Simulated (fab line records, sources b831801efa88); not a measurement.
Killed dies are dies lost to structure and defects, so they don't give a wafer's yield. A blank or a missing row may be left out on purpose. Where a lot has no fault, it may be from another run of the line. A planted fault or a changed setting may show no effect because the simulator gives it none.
Which of the tools did it? -- flow gf180mcu -- 11 lots with 33 wafers sampled at 4 steps, on a route of 602 steps

WHAT THE GAUGES READ, wafer by wafer
GF_V3_RS_MEAS_24: a four-point-probe measurement.
lot,measured,on,V3_W_RS (ohm/sq)
L592,day 23 11:48,film-metro-01,0.331 0.325 0.328
L593,day 23 17:07,film-metro-01,0.328 0.325 0.326
L595,day 24 04:55,film-metro-02,0.333 0.331 0.329
L596,day 24 16:37,film-metro-02,0.329 0.328 0.327
L597,day 24 23:41,film-metro-01,0.333 0.328 0.334
L598,day 25 07:03,film-metro-02,0.325 0.326 0.327
L599,day 25 18:02,film-metro-02,0.328 0.332 0.333
L603,day 26 22:18,film-metro-04,0.329 0.323 0.327
L609,day 28 16:17,film-metro-01,0.323 0.325 0.244
L610,day 29 00:54,film-metro-01,0.242 0.325 0.244
L613,day 29 15:38,film-metro-01,0.328 0.324 0.329

TOOL THAT RAN EACH LOT (tool first, then ch and the chambers of the sampled wafers, then the start)
lot,GF_V3_CVD_02,GF_V3_SPUTTER_21,GF_V3_CVD_23
L592,"pecvd-03 ch 0,1, day 22 11:50","pvd-sputter-03, day 23 11:33","cvd-w-01 ch 0,1, day 23 11:41"
L593,"pecvd-01 ch 0,1,2, day 22 16:18","pvd-sputter-04, day 23 16:54","cvd-w-01 ch 0,1, day 23 17:00"
L595,"pecvd-02 ch 0,1,2, day 23 04:59","pvd-sputter-04, day 24 04:40","cvd-w-01 ch 0, day 24 04:46"
L596,"pecvd-03 ch 0,2, day 23 17:01","pvd-sputter-03, day 24 16:16","cvd-w-02 ch 1, day 24 16:26"
L597,"pecvd-03 ch 0,1,2, day 23 23:40","pvd-sputter-04, day 24 23:28","cvd-w-01 ch 0,1, day 24 23:34"
L598,"pecvd-03 ch 0,1,2, day 24 07:42","pvd-sputter-03, day 25 06:43","cvd-w-02 ch 1, day 25 06:51"
L599,"pecvd-03 ch 0,1,2, day 24 18:52","pvd-sputter-03, day 25 17:49","cvd-w-02 ch 0,1, day 25 17:55"
L603,"pecvd-03 ch 0,1,2, day 26 00:26","pvd-sputter-04, day 26 22:05","cvd-w-01 ch 0,1, day 26 22:11"
L609,"pecvd-03 ch 1,2, day 27 18:59","pvd-sputter-04, day 28 15:55","cvd-w-02 ch 0, day 28 16:06"
L610,"pecvd-03 ch 0,2, day 28 03:56","pvd-sputter-01, day 29 00:41","cvd-w-02 ch 0,1, day 29 00:47"
L613,"pecvd-03 ch 0,1, day 28 18:59","pvd-sputter-03, day 29 15:25","cvd-w-01 ch 0, day 29 15:31"
- GF_V3_CVD_02: deposits SiO2 from TEOS, target thk 850 nm, time 94.851 s.
- GF_V3_SPUTTER_21: material Ti, target thk 15 nm, time 80.02 s.
- GF_V3_CVD_23: deposits W, target thk 350 nm, time 104.9 s.

THE ANSWER, worked out from the rows above alone
Rule: the usual values come from the lots themselves. Put in order of their means at a reading, lots are off if they are a third of the lots or fewer, leave a main group of 4 or more, and stand apart from it by a gap of 3 or more times the standard deviation of the main group's means; of several such gaps the widest counts. Not used: any main group whose means are identical at the precision the tables above print for the reading. Also off: a lot with no number at a reading for which 4 or more lots have one. Where the step has rows for the other lots, those lots are counted as sound.
Off: L609, L610, at GF_V3_RS_MEAS_24 (V3_W_RS). The main group has a mean of 0.328 ohm/sq with a standard deviation of 0.0021.
A tool fits if, at a process step before that reading, it ran every lot that is off, and no sound lot after the first of them. Gauges at GF_V3_RS_MEAS_24: tried the same way as those tools. One fits: GF_V3_CVD_23 on cvd-w-02. A fault onset in the window from L599 (day 25 17:55, its last sound lot) to L609 (day 28 16:06, its first lot off) fits.

WHAT WAS PUT IN BY THE SIMULATOR
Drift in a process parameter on cvd-w-02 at GF_V3_CVD_23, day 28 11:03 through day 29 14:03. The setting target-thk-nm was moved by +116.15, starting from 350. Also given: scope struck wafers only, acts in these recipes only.
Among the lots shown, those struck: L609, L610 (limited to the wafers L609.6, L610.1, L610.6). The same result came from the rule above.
